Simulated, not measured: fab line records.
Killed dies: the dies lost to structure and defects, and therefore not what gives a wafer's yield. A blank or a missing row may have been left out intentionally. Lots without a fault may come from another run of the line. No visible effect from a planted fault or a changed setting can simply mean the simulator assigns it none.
A lot that was struck, set against a sound lot    flow sky130    14 out of 708 route steps
Sound: these wafers, L194.1, L194.4, L194.5. Wafers struck: L199.3, L199.4, L199.5. The cause comes at the end.
At each step with rows: each side's tool, then ch and its chambers, then its first start. Under that, the readings that differ: sound wafers    struck wafers    difference of the means    sigmas: that difference in standard deviations of wafers without a fault.
alike: a reading whose means differ by less than 2 such deviations, as well as words and numbers matching on both sides. not compared: withheld readings; readings where some wafer has no value; bounds like >300 that might hide an equal value; numbers whose values overlap and for which the record gives no deviation.
Wherever a step has rows on one side only, a row that says differs or no value, or a row with sigmas, the two part there. Numbers that don't overlap but have no deviation are shown without sigmas and don't part them. A reading missing from all wafers of one side parts the sides only when that side holds two or more wafers.

first, 1 step without rows for these wafers: SKY_SONOS_ONO_OXIDATION_00 (stabilise 600 s, purge 300 s, target thk 2.6 nm).
SKY_SONOS_ONO_THK_MEAS_01:
  sound on film_metro-04, day 14 11:39; struck on film_metro-04, day 16 21:12
  alike: SONOS_ONO_OXIDATION_THK
then, 1 step without rows for these wafers: SKY_SONOS_ONO_CVD_02 (deposits Si3N4 from DCS/NH3, target thk 10.5 nm, time 180 s).
SKY_SONOS_ONO_THK_MEAS_03:
  sound on film_metro-04, day 14 14:24; struck on film_metro-04, day 16 23:26
  alike: SONOS_ONO_CVD_02_THK
then, 1 step without rows for these wafers: SKY_SONOS_ONO_CVD_04 (deposits SiO2 from SiH4/N2O, target thk 5.7199 nm).
SKY_SONOS_ONO_THK_MEAS_05:
  sound on film_metro-01, day 14 15:43; struck on film_metro-03, day 17 00:44
reading                    sound           struck          difference  sigmas
SONOS_ONO_CVD_04_THK (nm)  5.62 5.62 5.68  5.86 5.80 5.90  +0.21       +3
then, 6 steps without rows for these wafers: SKY_SONOS_ONO_DEHYDRATE_06 (time 60 s); SKY_SONOS_ONO_HMDS_07 (prime time 60 s); SKY_SONOS_ONO_COAT_08 (resist thk 1140 nm); SKY_SONOS_ONO_SOFTBAKE_09 (time 60 s); SKY_SONOS_ONO_EXPOSE_10 (exposes mask ONOM, target cd 410 nm); SKY_SONOS_ONO_PEB_11.
SKY_SONOS_ONO_DEVELOP_12: develop time 60 s.
  struck on litho_track-03, day 18 05:10; sound on litho_track-03 ch 0, day 15 18:04
  no value came back on the struck wafers for chill_plate_temp_C (C), develop_time_s (s), developer_temp_C (C); on the sound wafers chill_plate_temp_C (C) reads 22.83 22.92 22.90
SKY_SONOS_ONO_CD_MEAS_13: target cd 410 nm.
  sound on cd_sem-02, day 15 18:13; struck on cd_sem-02, day 18 05:19
reading     sound              struck  difference                     sigmas
cd_nm (nm)  408.3 407.8 409.6  - - -   no value on the struck wafers  

== WHERE THEY PART ==
First at SKY_SONOS_ONO_THK_MEAS_05; last, within this record, at SKY_SONOS_ONO_CD_MEAS_13.

WHY: the cause the simulator had injected
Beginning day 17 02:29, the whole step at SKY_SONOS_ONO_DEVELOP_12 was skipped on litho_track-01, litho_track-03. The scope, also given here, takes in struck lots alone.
